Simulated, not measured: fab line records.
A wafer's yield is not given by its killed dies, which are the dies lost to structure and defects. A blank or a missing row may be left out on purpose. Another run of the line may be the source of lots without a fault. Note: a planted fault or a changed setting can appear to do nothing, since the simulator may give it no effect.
Split-lot trial ; flow gf180mcu ; 23 wafers read across 5 lots, on a route 602 steps long

== ABOUT THE SPLIT ==
At GF_V4_CMP_04 (polishes SiO2), the setting leave-above-ref-nm was moved away from the recipe's 632.5 nm on 4 of the 23 wafers read, by -5.1% to +6.3%. The other wafers ran this setting at the recipe's value.

== FROM THE SPLIT TO THE READING: what the file shows between them, 4 steps ==
- GF_V4_PEB_12: peb time 90 s (also split here: peb-temp-c)
- GF_V4_DEVELOP_13: develop time 60 s
- GF_V4_CD_MEAS_14: target cd 260 nm
- GF_V4_ETCH_16: etches BARC in N2/H2 (also split here: source-w)

== THE READING ==
oes-product-au, in a.u., at GF_V4_ETCH_17 (etches SiO2 in C4F8/O2/Ar, stops on TiN, target depth 630 nm). Typical for fault-free wafers on this fab line: 0.856 a.u., with standard deviation 0.0043 a.u.

wafer;tool, chamber at the split;leave-above-ref-nm as run, nm;against the recipe;oes-product-au, a.u.;against lot-mates on the recipe
L075.1;cmp-02, 3;632.5;recipe;0.858;-
L075.2;cmp-02, 1;632.5;recipe;0.859;-
L075.3;cmp-02, 2;632.5;recipe;0.853;-
L075.4;cmp-02, 0;632.5;recipe;0.863;-
L075.6;cmp-02, 1;632.5;recipe;0.863;-
L079.1;cmp-02, 1;632.5;recipe;0.856;-
L079.2;cmp-02, 2;672.2;+6.3%;0.890;+0.036
L079.3;cmp-02, 0;632.5;recipe;0.851;-
L079.4;cmp-02, 3;632.5;recipe;0.855;-
L079.5;cmp-02, 3;672.2;+6.3%;0.882;+0.028
L078.2;cmp-02, 3;632.5;recipe;0.851;-
L078.3;cmp-02, 0,2;632.5;recipe;0.854;-
L078.4;cmp-02, 0,2;632.5;recipe;0.852;-
L078.5;cmp-02, 0,1;632.5;recipe;0.862;-
L078.6;cmp-02, 0,1;632.5;recipe;0.858;-
L082.1;cmp-01, 0,3;632.5;recipe;0.852;-
L082.2;cmp-01, 2;600.3;-5.1%;0.835;-0.021
L082.3;cmp-01, 1;632.5;recipe;0.855;-
L082.4;cmp-01, 3;600.3;-5.1%;0.830;-0.026
L082.6;cmp-01, 0,3;632.5;recipe;0.861;-
L085.2;cmp-02, 0;632.5;recipe;0.850;-
L085.3;cmp-02, 1;632.5;recipe;0.850;-
L085.4;cmp-02, 2;632.5;recipe;0.861;-
Where a row lists several chambers, the file gives one row for several wafers and doesn't say which wafer went through which chamber.

FIT RESULTS
A straight line over all 23 wafers: oes-product-au changes by +0.00471 a.u. for each +1% of leave-above-ref-nm; r = +0.94; the points scatter about the line by 0.0044 a.u.
The same after taking each lot's own level away (the mean of its wafers on the recipe; 23 wafers): +0.0049 a.u. for each +1%; r = +0.95; scatter 0.004 a.u.
The reading moves by 0.031 a.u. for the largest change in leave-above-ref-nm, on that fit.
Across the lots, their own levels run from 0.8537 to 0.8592 a.u., a range of 1.3 times the standard deviation given above.
Hence the lot-to-lot level has little effect on the slope; both slopes agree.
Check: for one of the wafers moved furthest among these (+6.3%), held out of the fit, the line's prediction against its lot-mates is +0.0285 a.u. Against them it came out at +0.036 a.u.

== OTHER SPLITS APPLIED TO THESE WAFERS ==
Other splits were also applied to these wafers ahead of the reading. Each is held against what the fit with the lots' levels taken away leaves over:
other split on the same wafers;wafers away from the commonest value;r with oes-product-au (lot level and that fit taken away)
GF_M4_SPUTTER_02 time-s;7;-0.24
GF_V4_PEB_12 peb-temp-c;10;+0.13
GF_V4_ETCH_16 source-w;11;-0.09

== THE WHOLE CHAIN: every reading that the file lists as answering this split, in the file's order ==
step;what it does;reading;change (the file's fit);r (the file's)
GF_V4_CMP_04;polishes SiO2;SiO2_of_V4_CVD_02.thk-nm (the simulator's own value, which no gauge read);+6.34 nm for each +1% of the setting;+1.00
GF_V4_ETCH_17;etches SiO2 in C4F8/O2/Ar, stops on TiN, target depth 630 nm;oes-product-au;+0.00488 a.u. for each +1% of the setting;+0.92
GF_V4_ETCH_17;etches SiO2 in C4F8/O2/Ar, stops on TiN, target depth 630 nm;V4.feature-depth-nm (the simulator's own value, which no gauge read);+6.34 nm for each +1% of the setting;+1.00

== THE FILE'S OWN FIT ==
oes-product-au changes by +0.00488 a.u. for each +1% of leave-above-ref-nm, r = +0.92.
